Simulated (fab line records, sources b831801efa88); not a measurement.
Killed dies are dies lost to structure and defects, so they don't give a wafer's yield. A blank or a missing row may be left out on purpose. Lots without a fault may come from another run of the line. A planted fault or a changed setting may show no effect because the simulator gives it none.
fab line records | flow sky130
record lots=13 wafers=39 last_day=50
route steps=708 shown SONOS_ONO@168 METAL4@602 VIA4@651 PAD_OPEN@702
lots that met no fault: from a run of the same line without faults
start_h: hours from the record's first day to the start of the lot's first wafer shown | wait_h: hours since the lot's step before | " the same as in the row above | L1.1+2: a row that stands for several wafers | - no value, or no start given | * or withheld: withheld | < > ~ a bound
route shown NAME@n: a module of which the file shows steps, and the number in the route of the first | usual: mean/standard deviation of fault-free wafers | same: alike in all rows | chamber/n: place in a boat | sites: the reading at each site | _std_site: their standard deviation | _edge_site: outer sites' mean less inner sites' | radius_mm: how far each site lies from the wafer's centre | mask NAME#n: copy n | behind: the tool/chamber that last shaped the wafer | hold: why the lot was held/for how many hours/how that ended | device: the transistor (n, p or np) that didn't switch | end of line: the same wafers' tests at the end of the route | a step without rows: its recipe alone | killed: dies lost to structure and defects at the first sort, not the wafer's yield | map: a wafer's dies, x killed, . not, _ none there
set.NAME: the setting as run; set.NAME@STEP: as run at that earlier step | model.NAME: the simulator's own value behind a step, which no gauge read
steps of the route over a sample of lots; a table a step, a row a wafer
services: from which hour (start_h, from the record's first day; less than 0 if before it) a tool's chamber was out of use, for how many hours, and why
## steps
# step SKY_SONOS_ONO_OXIDATION_00
# recipe temp_c=800 ambient=O2 idle_temp_c=700 ramp_up_c_per_min=10 ramp_down_c_per_min=3 stabilise_s=600 purge_s=300 target_thk_a=26 ox_time_s=1249
# columns lot.wafer tool chamber start_h wait_h
L281.1+4+6 furnace-02 0 247.79 1.0
L282.3+5+6 furnace-02 0 256.96 0.9
L284.1+4+5 furnace-01 0 272.24 0.5
L285.1+2+6 furnace-01 0 281.98 1.1
L286.1+3+4 furnace-01 0 290.28 1.7
L289.1+4+5 furnace-01 0 310.53 0.4
L290.1+3+6 furnace-01 0 318.03 1.4
L295.1+3+4 furnace-02 0 361.63 0.8
L297.4+5+6 furnace-01 0 374.93 0.4
L301.1+2+5 furnace-01 0 404.79 1.5
L302.2+3+4 furnace-02 0 415.63 5.7
L303.3+4+5 furnace-01 0 424.26 1.1
L304.2+3+6 furnace-02 0 433.88 0.9
# step SKY_METAL4_SPUTTER_04
# recipe material=TiN target_thk_nm=70 power_w=6500 time_s=58.3 chamber_pressure_pa=0.4
# usual throttle_valve_pct=30.2/1.1
# columns lot.wafer tool chamber start_h wait_h throttle_valve_pct
L281.1 pvd_sputter-04 - 923.84 0.0 32.1
L281.4 " - " " 30.2
L281.6 " - " " 30.9
L282.3 pvd_sputter-02 - 936.30 0.0 31.9
L282.5 " - " " 29.5
L282.6 " - " " 32.2
L284.1 pvd_sputter-02 - 949.08 0.0 31.9
L284.4 " - " " 29.6
L284.5 " - " " 29.2
L285.1 pvd_sputter-02 - 963.24 0.0 31.8
L285.2 " - " " 29.8
L285.6 " - " " 29.4
L286.1 pvd_sputter-04 - 967.24 0.0 30.2
L286.3 " - " " 29.9
L286.4 " - " " 32.1
L289.1 pvd_sputter-03 - 983.03 0.0 29.7
L289.4 " - " " 29.6
L289.5 " - " " 28.9
L290.1 pvd_sputter-04 - 997.04 0.0 32.3
L290.3 " - " " 30.5
L290.6 " - " " 32.2
L295.1 pvd_sputter-02 - 1028.38 0.0 32.1
L295.3 " - " " 29.4
L295.4 " - " " 29.3
L297.4 pvd_sputter-04 - 1039.39 0.0 29.8
L297.5 " - " " 29.8
L297.6 " - " " 32.2
L301.1 pvd_sputter-03 - 1061.59 0.0 29.7
L301.2 " - " " 28.2
L301.5 " - " " 29.7
L302.2 pvd_sputter-04 - 1067.62 0.0 30.1
L302.3 " - " " 30.4
L302.4 " - " " 32.2
L303.3 pvd_sputter-02 - 1074.62 0.0 32.0
L303.4 " - " " 29.6
L303.5 " - " " 29.6
L304.2 pvd_sputter-02 - 1081.31 0.0 29.6
L304.3 " - " " 31.9
L304.6 " - " " 29.7
# step SKY_VIA4_ETCH_12
# recipe target=SiO2 chemistry=C4F8/O2/Ar stop_on=TiN mask_material=NOVOLAK source_w=1500 bias_w=1200 pressure_mtorr=40 c4f8_flow_sccm=withheld O2_flow_sccm=6 Ar_flow_sccm=300 time_s=withheld target_depth_a=5800
# usual oes_product_au=0.925/0.0042
# columns lot.wafer tool chamber start_h wait_h oes_product_au
L281.1 rie_diel-02 0 998.21 0.0 0.927
L281.4 " 1 " " 0.924
L281.6 " 1 " " 0.923
L282.3 rie_diel-03 3 1010.75 0.0 0.926
L282.5 " 2 " " 0.927
L282.6 " 3 " " 0.920
L284.1 rie_diel-03 3 1022.25 0.0 0.926
L284.4 " 0 " " 0.921
L284.5 " 2 " " 0.928
L285.1 rie_diel-02 0 1036.66 0.0 0.931
L285.2 " 2 " " 0.920
L285.6 " 1 " " 0.924
L286.1 rie_diel-02 2 1040.25 0.0 0.924
L286.3 " 3 " " 0.931
L286.4 " 1 " " 0.930
L289.1 rie_diel-02 2 1055.00 0.0 0.918
L289.4 " 0 " " 0.925
L289.5 " 0 " " 0.916
L290.1 rie_diel-02 3 1066.20 0.0 0.923
L290.3 " 2 " " 0.923
L290.6 " 2 " " 0.922
L295.1 rie_diel-03 1 1096.05 0.0 0.931
L295.3 " 0 " " 0.933
L295.4 " 3 " " 0.928
L297.4 rie_diel-04 2 1104.80 0.0 0.922
L297.5 " 3 " " 0.922
L297.6 " 0 " " 0.923
L301.1 rie_diel-04 1 1124.91 0.0 0.923
L301.2 " 3 " " 0.925
L301.5 " 3 " " 0.918
L302.2 rie_diel-04 2 1130.05 0.0 0.919
L302.3 " 3 " " 0.927
L302.4 " 1 " " 0.918
L303.3 rie_diel-02 3 1137.06 0.0 0.926
L303.4 " 0 " " 0.931
L303.5 " 3 " " 0.923
L304.2 rie_diel-03 3 1142.70 0.0 0.925
L304.3 " 1 " " 0.926
L304.6 " 3 " " 0.921
# step SKY_PAD_OPEN_STRIP_08
# recipe chemistry=O2/N2 power_w=1400 pressure_mtorr=1500 platen_temp_c=withheld overash_fraction=0.7 o2_flow_sccm=3000 n2_flow_sccm=300
# usual drypump_motor_current_A=5.84/0.16 o2_flow_sccm=3000/8.2 oes_product_au=0.663/0.0047 strip_time_to_endpoint_s=37.09/0.092
# columns lot.wafer tool chamber start_h wait_h drypump_motor_current_A o2_flow_sccm oes_product_au rf_hours_counter_h strip_time_to_endpoint_s
L281.1 plasma_asher-02 0 1068.38 0.1 5.98 2994 0.658 0 36.89
L281.4 " 1 " " 5.57 3001 0.661 - 37.13
L281.6 " 0 " " 5.97 3001 0.672 - 37.19
L282.3 plasma_asher-03 1 1079.36 0.1 5.66 3000 0.672 - 37.15
L282.5 " 0 " " 5.97 2998 0.658 - 37.22
L282.6 " 1 " " 5.69 2996 0.673 - 37.20
L284.1 plasma_asher-01 0 1089.93 0.1 5.92 3008 0.676 99 37.18
L284.4 " 0 " " 5.94 3008 0.665 - 37.10
L284.5 " 1 " " 5.91 2998 0.669 - 37.04
L285.1 plasma_asher-03 0 1102.99 0.1 5.99 3011 0.662 65 37.15
L285.2 " 1 " " 5.66 2995 0.656 65 37.18
L285.6 " 0 " " 5.99 2998 0.669 - 37.14
L286.1 plasma_asher-03 1 1106.03 0.1 5.66 2999 0.665 66 37.14
L286.3 " 1 " " 5.65 2995 0.666 - 37.11
L286.4 " 0 " " 5.96 2996 0.657 - 37.05
L289.1 plasma_asher-01 1 1121.38 0.1 5.91 2996 0.667 102 37.01
L289.4 " 1 " " 5.92 2993 0.660 - 36.91
L289.5 " 1 " " 5.92 2996 0.661 - 36.99
L290.1 plasma_asher-03 0 1129.38 0.1 6.00 2999 0.664 68 37.20
L290.3 " 1 " " 5.64 2996 0.664 - 37.19
L290.6 " 0 " " 5.98 3014 0.665 - 37.14
L295.1 plasma_asher-01 1 1156.73 0.1 5.93 3001 0.667 105 37.05
L295.3 " 0 " " 5.91 3004 0.663 - 37.02
L295.4 " 1 " " 5.92 3005 0.668 - 37.02
L297.4 plasma_asher-02 0 1163.56 0.1 5.99 2982 0.664 - 36.95
L297.5 " 0 " " 5.99 3000 0.666 - 36.94
L297.6 " 1 " " 5.54 2990 0.657 - 37.01
L301.1 plasma_asher-01 1 1181.18 0.1 5.94 3009 0.664 106 37.14
L301.2 " 0 " " 5.94 2990 0.668 106 37.15
L301.5 " 0 " " 5.93 3005 0.656 - 37.18
L302.2 plasma_asher-02 0 1184.63 0.1 6.00 2999 0.659 12 37.00
L302.3 " 1 " " 5.56 3005 0.657 - 37.01
L302.4 " 0 " " 5.97 2984 0.657 - 36.86
L303.3 plasma_asher-03 1 1190.96 0.1 5.61 3003 0.668 - 37.12
L303.4 " 0 " " 5.98 3004 0.671 - 37.10
L303.5 " 0 " " 5.98 3004 0.666 - 37.12
L304.2 plasma_asher-03 0 1195.48 0.1 6.00 3014 0.658 75 37.07
L304.3 " 0 " " 6.01 3021 0.667 - 37.08
L304.6 " 1 " " 5.65 3017 0.661 - 37.15
# step SKY_PAD_OPEN_PROBE_99
# usual killed_at_M0_to_M3=43/6.4 killed_at_M4_up=2.8/1.7 killed_at_contacts=24/5.5 killed_at_front_end=15/4 killed_at_other=0.3/0.54 killed_dies=86/9.1 killed_on_rim=17/3.9 killed_open=47/6.6 killed_short=39/6.2
# same gross_dies=492 killed_at_back_side=0
# columns lot.wafer tool chamber start_h wait_h hold killed_at_M0_to_M3 killed_at_M4_up killed_at_contacts killed_at_front_end killed_at_other killed_dies killed_on_rim killed_open killed_short
L281.1 prober-01 - 1070.63 0.1 - 40 1 25 15 0 81 18 39 42
L281.4 prober-01 - 1070.78 0.2 - 31 1 26 22 1 81 16 47 34
L281.6 prober-01 - 1070.88 0.2 - 39 1 39 13 0 92 20 48 44
L282.3 prober-02 - 1081.65 0.2 - 34 2 29 19 0 84 16 45 39
L282.5 prober-02 - 1081.75 0.2 - 32 4 31 20 0 87 22 48 39
L282.6 prober-02 - 1081.80 0.2 - 43 0 20 26 1 90 17 48 42
L284.1 prober-01 - 1092.15 0.1 - 43 1 29 19 0 92 12 44 48
L284.4 prober-01 - 1092.30 0.2 - 39 5 21 17 0 82 18 41 41
L284.5 prober-01 - 1092.35 0.2 - 37 4 31 14 0 86 16 50 36
L285.1 prober-02 - 1105.29 0.1 - 49 3 24 15 0 91 19 51 40
L285.2 prober-02 - 1105.34 0.1 - 36 5 17 13 1 72 15 40 32
L285.6 prober-02 - 1105.54 0.2 - 34 6 24 10 1 75 10 32 43
L286.1 prober-01 - 1108.32 0.1 await_dispo/2.5h/release 35 6 27 102 1 171 34 42 36
L286.3 prober-01 - 1108.42 0.2 await_dispo/2.5h/release 42 4 18 107 0 171 34 42 31
L286.4 prober-01 - 1108.47 0.2 await_dispo/2.5h/release 40 3 14 120 1 178 41 36 33
L289.1 prober-02 - 1123.64 0.1 await_dispo/0.8h/release 28 3 21 132 0 184 33 35 35
L289.4 prober-02 - 1123.79 0.2 await_dispo/0.8h/release 46 3 11 112 0 172 35 41 33
L289.5 prober-02 - 1123.84 0.2 await_dispo/0.8h/release 48 1 14 92 0 155 28 44 31
L290.1 prober-01 - 1132.02 0.1 await_dispo/4.7h/release 41 0 18 114 0 173 37 38 41
L290.3 prober-01 - 1132.12 0.2 await_dispo/4.7h/release 44 0 21 112 1 178 32 45 35
L290.6 prober-01 - 1132.27 0.2 await_dispo/4.7h/release 32 4 32 105 0 173 37 51 32
L295.1 prober-02 - 1158.95 0.1 - 47 4 24 15 0 90 15 51 39
L295.3 prober-02 - 1159.05 0.2 - 37 2 31 17 0 87 21 49 38
L295.4 prober-02 - 1159.10 0.2 - 41 3 22 15 1 82 14 46 36
L297.4 prober-02 - 1165.89 0.2 - 46 5 35 9 0 95 20 46 49
L297.5 prober-02 - 1165.94 0.2 - 59 6 24 12 0 101 19 56 45
L297.6 prober-02 - 1165.99 0.2 - 59 4 37 16 0 116 19 68 48
L301.1 prober-02 - 1183.39 0.1 - 44 2 24 19 0 89 14 50 39
L301.2 prober-02 - 1183.44 0.1 - 44 4 27 15 1 91 21 42 49
L301.5 prober-02 - 1183.59 0.2 - 41 2 19 16 0 78 21 43 35
L302.2 prober-01 - 1186.90 0.1 - 45 3 19 18 0 85 18 52 33
L302.3 prober-01 - 1186.95 0.2 - 31 2 16 10 0 59 10 37 22
L302.4 prober-01 - 1187.00 0.2 - 57 5 17 15 0 94 12 52 42
L303.3 prober-02 - 1193.28 0.2 - 47 2 28 15 0 92 18 53 39
L303.4 prober-02 - 1193.33 0.2 - 42 5 23 15 0 85 19 41 44
L303.5 prober-02 - 1193.38 0.2 - 44 2 18 15 0 79 12 49 30
L304.2 prober-01 - 1197.74 0.1 - 48 3 23 21 1 96 16 46 50
L304.3 prober-01 - 1197.79 0.2 - 45 2 15 19 0 81 15 47 34
L304.6 prober-01 - 1197.94 0.2 - 45 4 21 11 0 81 18 38 43
# killed by level:class
L281.1 CONTACT:geometric_particle:open=10 VIA2:geometric_particle:open=8 CONTACT:geometric_particle:short=7 FIELD_ISO:geometric_particle:short=5 VIA2:geometric_particle:short=5 METAL2:geometric_particle:short=4 LOCAL_INTERCONNECT:geometric_particle:short=4 METAL1:geometric_particle:short=4
L281.4 VIA1:geometric_particle:open=13 CONTACT:geometric_particle:open=12 CONTACT:geometric_particle:short=7 POLY_GATE:geometric_particle:open=6 POLY_GATE:geometric_particle:short=5 FIELD_ISO:geometric_particle:open=4 METAL3:geometric_particle:short=4 FIELD_ISO:geometric_particle:short=3
L281.6 CONTACT:geometric_particle:open=14 LI_CONTACT:geometric_particle:open=11 CONTACT:geometric_particle:short=10 VIA1:geometric_particle:open=10 FIELD_ISO:geometric_particle:short=7 METAL2:geometric_particle:short=7 VIA1:geometric_particle:short=6 VIA3:geometric_particle:open=4
L282.3 CONTACT:geometric_particle:open=11 CONTACT:geometric_particle:short=7 VIA2:geometric_particle:open=6 FIELD_ISO:geometric_particle:short=5 METAL1:geometric_particle:short=5 VIA3:geometric_particle:open=5 FIELD_ISO:geometric_particle:open=4 LOCAL_INTERCONNECT:geometric_particle:short=4
L282.5 LI_CONTACT:geometric_particle:open=10 CONTACT:geometric_particle:open=9 FIELD_ISO:geometric_particle:open=5 POLY_GATE:geometric_particle:open=5 POLY_GATE:geometric_particle:short=5 LI_CONTACT:geometric_particle:short=4 VIA1:geometric_particle:short=4 CONTACT:geometric_particle:short=4
L282.6 VIA1:geometric_particle:open=16 CONTACT:geometric_particle:open=11 FIELD_ISO:geometric_particle:short=8 METAL2:geometric_particle:short=6 POLY_GATE:geometric_particle:short=5 FIELD_ISO:geometric_particle:open=4 METAL1:geometric_particle:short=4 VIA1:geometric_particle:short=4
L284.1 CONTACT:geometric_particle:open=11 VIA1:geometric_particle:open=11 LI_CONTACT:geometric_particle:open=9 FIELD_ISO:geometric_particle:short=8 VIA1:geometric_particle:short=7 METAL1:geometric_particle:short=6 METAL2:geometric_particle:short=5 LOCAL_INTERCONNECT:geometric_particle:short=4
L284.4 VIA1:geometric_particle:open=9 VIA3:geometric_particle:open=8 LI_CONTACT:geometric_particle:open=6 CONTACT:geometric_particle:short=5 METAL2:geometric_particle:short=5 FIELD_ISO:geometric_particle:open=4 POLY_GATE:geometric_particle:short=4 POLY_GATE:geometric_particle:open=4
L284.5 LI_CONTACT:geometric_particle:open=10 CONTACT:geometric_particle:open=10 VIA1:geometric_particle:open=10 VIA2:geometric_particle:open=5 METAL1:geometric_particle:short=5 VIA3:geometric_particle:open=5 FIELD_ISO:geometric_particle:short=4 POLY_GATE:geometric_particle:short=4
L285.1 VIA1:geometric_particle:open=10 VIA1:geometric_particle:short=9 VIA3:geometric_particle:open=9 LI_CONTACT:geometric_particle:open=8 CONTACT:geometric_particle:open=8 POLY_GATE:geometric_particle:short=5 VIA2:geometric_particle:open=5 LOCAL_INTERCONNECT:geometric_particle:short=4
L285.2 VIA1:geometric_particle:open=11 VIA3:geometric_particle:open=8 CONTACT:geometric_particle:open=7 METAL1:geometric_particle:short=7 CONTACT:geometric_particle:short=5 FIELD_ISO:geometric_particle:open=4 METAL4:geometric_particle:short=4 POLY_GATE:geometric_particle:short=3
L285.6 CONTACT:geometric_particle:open=7 METAL3:geometric_particle:short=6 LI_CONTACT:geometric_particle:open=5 METAL1:geometric_particle:short=5 VIA1:geometric_particle:short=5 VIA1:geometric_particle:open=5 METAL4:geometric_particle:short=5 VIA2:geometric_particle:open=4
L286.1 SONOS_ONO:unspecified=93 LI_CONTACT:geometric_particle:open=11 CONTACT:geometric_particle:open=7 LI_CONTACT:geometric_particle:short=6 METAL1:geometric_particle:short=6 VIA1:geometric_particle:short=6 VIA3:geometric_particle:open=6 VIA1:geometric_particle:open=4
L286.3 SONOS_ONO:unspecified=98 VIA2:geometric_particle:open=9 VIA1:geometric_particle:open=8 VIA1:geometric_particle:short=7 VIA3:geometric_particle:open=5 LOCAL_INTERCONNECT:geometric_particle:open=4 LOCAL_INTERCONNECT:geometric_particle:short=4 CONTACT:geometric_particle:open=4
L286.4 SONOS_ONO:unspecified=109 VIA1:geometric_particle:open=13 VIA1:geometric_particle:short=6 CONTACT:geometric_particle:open=5 METAL2:geometric_particle:short=5 FIELD_ISO:geometric_particle:open=4 METAL1:geometric_particle:short=4 VIA3:geometric_particle:open=4
L289.1 SONOS_ONO:unspecified=114 CONTACT:geometric_particle:open=8 VIA1:geometric_particle:open=7 LI_CONTACT:geometric_particle:open=6 VIA1:geometric_particle:short=5 POLY_GATE:geometric_particle:short=5 FIELD_ISO:geometric_particle:short=4 VIA2:geometric_particle:open=4
L289.4 SONOS_ONO:unspecified=98 VIA1:geometric_particle:open=13 VIA2:geometric_particle:open=7 VIA3:geometric_particle:open=6 LI_CONTACT:geometric_particle:open=6 METAL2:geometric_particle:short=6 FIELD_ISO:geometric_particle:short=5 FIELD_ISO:geometric_particle:open=5
L289.5 SONOS_ONO:unspecified=80 VIA1:geometric_particle:open=14 CONTACT:geometric_particle:open=9 METAL2:geometric_particle:short=6 VIA2:geometric_particle:open=5 FIELD_ISO:geometric_particle:open=4 POLY_GATE:geometric_particle:short=4 VIA1:geometric_particle:short=4
L290.1 SONOS_ONO:unspecified=94 CONTACT:geometric_particle:open=9 POLY_GATE:geometric_particle:short=7 VIA3:geometric_particle:open=7 METAL2:geometric_particle:short=6 METAL3:geometric_particle:short=6 VIA1:geometric_particle:open=5 VIA3:geometric_particle:short=5
L290.3 SONOS_ONO:unspecified=98 VIA2:geometric_particle:open=10 CONTACT:geometric_particle:open=9 VIA1:geometric_particle:open=8 LI_CONTACT:geometric_particle:open=6 FIELD_ISO:geometric_particle:short=5 VIA3:geometric_particle:short=5 METAL2:geometric_particle:short=5
L290.6 SONOS_ONO:unspecified=90 LI_CONTACT:geometric_particle:open=13 CONTACT:geometric_particle:open=12 VIA1:geometric_particle:open=5 METAL2:geometric_particle:short=5 VIA2:geometric_particle:open=5 VIA3:geometric_particle:short=4 VIA3:geometric_particle:open=4
L295.1 VIA2:geometric_particle:open=10 LI_CONTACT:geometric_particle:open=8 CONTACT:geometric_particle:open=8 VIA1:geometric_particle:short=7 VIA1:geometric_particle:open=7 LOCAL_INTERCONNECT:geometric_particle:short=5 VIA3:geometric_particle:open=5 POLY_GATE:geometric_particle:short=4
L295.3 VIA3:geometric_particle:open=11 CONTACT:geometric_particle:short=9 LI_CONTACT:geometric_particle:open=9 VIA1:geometric_particle:open=8 CONTACT:geometric_particle:open=6 FIELD_ISO:geometric_particle:open=5 POLY_GATE:geometric_particle:short=5 FIELD_ISO:geometric_particle:short=4
L295.4 METAL2:geometric_particle:short=9 VIA2:geometric_particle:open=9 LI_CONTACT:geometric_particle:open=7 CONTACT:geometric_particle:open=7 VIA3:geometric_particle:open=6 VIA1:geometric_particle:open=6 FIELD_ISO:geometric_particle:short=5 POLY_GATE:geometric_particle:open=3
L297.4 LI_CONTACT:geometric_particle:open=11 CONTACT:geometric_particle:open=11 METAL2:geometric_particle:short=8 VIA3:geometric_particle:open=7 VIA1:geometric_particle:short=7 CONTACT:geometric_particle:short=6 METAL1:geometric_particle:short=6 VIA1:geometric_particle:open=6
L297.5 VIA1:geometric_particle:open=12 CONTACT:geometric_particle:open=10 VIA1:geometric_particle:short=9 VIA3:geometric_particle:open=8 VIA2:geometric_particle:open=8 CONTACT:geometric_particle:short=6 METAL1:geometric_particle:short=6 VIA2:geometric_particle:short=4
L297.6 CONTACT:geometric_particle:open=17 VIA1:geometric_particle:open=13 VIA2:geometric_particle:open=9 VIA3:geometric_particle:open=7 VIA3:geometric_particle:short=6 LOCAL_INTERCONNECT:geometric_particle:short=6 CONTACT:geometric_particle:short=6 METAL1:geometric_particle:short=5
L301.1 CONTACT:geometric_particle:open=11 VIA1:geometric_particle:open=8 FIELD_ISO:geometric_particle:short=7 LI_CONTACT:geometric_particle:open=7 FIELD_ISO:geometric_particle:open=6 VIA2:geometric_particle:open=6 VIA1:geometric_particle:short=6 VIA2:geometric_particle:short=6
L301.2 VIA1:geometric_particle:short=8 VIA1:geometric_particle:open=8 VIA2:geometric_particle:open=7 LI_CONTACT:geometric_particle:open=7 CONTACT:geometric_particle:open=7 FIELD_ISO:geometric_particle:short=5 LOCAL_INTERCONNECT:geometric_particle:short=5 VIA2:geometric_particle:short=4
L301.5 VIA2:geometric_particle:open=8 LI_CONTACT:geometric_particle:open=7 METAL1:geometric_particle:short=7 CONTACT:geometric_particle:open=6 VIA1:geometric_particle:open=6 POLY_GATE:geometric_particle:open=4 METAL2:geometric_particle:short=4 VIA3:geometric_particle:open=4
L302.2 VIA1:geometric_particle:open=11 CONTACT:geometric_particle:open=10 METAL2:geometric_particle:short=9 FIELD_ISO:geometric_particle:open=8 POLY_GATE:geometric_particle:open=6 LI_CONTACT:geometric_particle:open=5 METAL1:geometric_particle:short=5 VIA1:geometric_particle:short=5
L302.3 VIA1:geometric_particle:open=9 LI_CONTACT:geometric_particle:open=6 CONTACT:geometric_particle:open=6 VIA1:geometric_particle:short=5 VIA2:geometric_particle:open=5 FIELD_ISO:geometric_particle:open=4 VIA2:geometric_particle:short=4 METAL2:geometric_particle:short=4
L302.4 VIA1:geometric_particle:open=12 VIA3:geometric_particle:open=10 VIA2:geometric_particle:open=7 VIA2:geometric_particle:short=7 METAL3:geometric_particle:short=6 POLY_GATE:geometric_particle:open=6 CONTACT:geometric_particle:short=6 CONTACT:geometric_particle:open=6
L303.3 VIA1:geometric_particle:open=14 CONTACT:geometric_particle:open=10 CONTACT:geometric_particle:short=8 METAL3:geometric_particle:short=6 FIELD_ISO:geometric_particle:short=5 LI_CONTACT:geometric_particle:open=5 VIA2:geometric_particle:open=5 FIELD_ISO:geometric_particle:open=4
L303.4 VIA1:geometric_particle:open=11 CONTACT:geometric_particle:open=10 VIA3:geometric_particle:open=7 METAL1:geometric_particle:short=5 CONTACT:geometric_particle:short=5 METAL3:geometric_particle:short=5 METAL4:geometric_particle:short=5 FIELD_ISO:geometric_particle:open=4
L303.5 VIA1:geometric_particle:open=12 CONTACT:geometric_particle:open=9 VIA3:geometric_particle:open=7 METAL2:geometric_particle:short=6 FIELD_ISO:geometric_particle:open=5 POLY_GATE:geometric_particle:open=5 VIA1:geometric_particle:short=5 VIA3:geometric_particle:short=4
L304.2 VIA1:geometric_particle:open=11 METAL2:geometric_particle:short=10 LI_CONTACT:geometric_particle:open=8 CONTACT:geometric_particle:open=7 FIELD_ISO:geometric_particle:short=6 FIELD_ISO:geometric_particle:open=5 POLY_GATE:geometric_particle:short=5 LOCAL_INTERCONNECT:geometric_particle:short=5
L304.3 VIA1:geometric_particle:open=9 VIA3:geometric_particle:open=9 POLY_GATE:geometric_particle:open=6 POLY_GATE:geometric_particle:short=6 VIA2:geometric_particle:open=6 LI_CONTACT:geometric_particle:open=4 METAL1:geometric_particle:short=4 VIA1:geometric_particle:short=4
L304.6 CONTACT:geometric_particle:open=11 VIA1:geometric_particle:open=10 METAL2:geometric_particle:short=6 VIA3:geometric_particle:open=5 METAL4:geometric_particle:short=4 POLY_GATE:geometric_particle:short=4 VIA2:geometric_particle:short=4 METAL3:geometric_particle:short=4
## services
# columns tool chamber start_h hours kind
rie_diel-02 3 224.74 8.4 repair
rie_diel-02 3 250.53 1.4 repair
furnace-01 - 267.85 3.0 pm
plasma_asher-03 - 277.76 0.3 repair
rie_diel-02 - 310.26 1.7 repair
plasma_asher-03 - 357.16 0.6 repair
furnace-01 - 384.00 2.4 pm
rie_diel-02 - 419.09 0.2 repair
plasma_asher-03 - 421.25 9.0 pm
rie_diel-02 3 433.22 5.9 repair
pvd_sputter-02 - 440.77 9.6 repair
furnace-01 - 442.49 1.2 repair
rie_diel-02 0 444.19 4.1 repair
furnace-01 - 548.93 3.4 pm
furnace-01 - 552.28 3.8 pm
furnace-01 - 720.77 4.5 pm
furnace-01 - 725.54 22.0 repair
furnace-01 - 832.15 3.0 pm
furnace-01 - 887.99 4.7 pm
furnace-01 - 912.50 1.0 repair
furnace-01 - 1055.99 3.6 pm
furnace-01 - 1092.11 2.7 pm
furnace-01 - 1112.76 4.0 pm
furnace-01 - 1176.66 10.0 pm
## key
first_sign step=SKY_PAD_OPEN_PROBE_99 reading=killed_at_front_end direction=up sigmas=24 usual=15 struck=111
effect step=SKY_PAD_OPEN_PROBE_99 reading=killed_dies direction=up sigmas=9.6 usual=86 struck=173
met_at SKY_SONOS_ONO_OXIDATION_00
struck_lots L286,L289,L290
tester_left_out L286,L289,L290
not_acting_at SKY_METAL4_SPUTTER_04,SKY_VIA4_ETCH_12,SKY_PAD_OPEN_STRIP_08
onset_between 281.98 290.28
fault kind=chamber_particle_source tool=furnace-01 chamber=- onset_h=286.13 steps=SKY_SONOS_ONO_OXIDATION_00 rate_per_visit_cm2=0.44617 end_h=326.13
# tester_left_out: of these lots the tester's yield and bins aren't shown, on N5 and GAA mostly nor the transistor test; their killed dies are dies lost to structure and defects alone, not to doping, threshold or leakage, so they don't give the yield
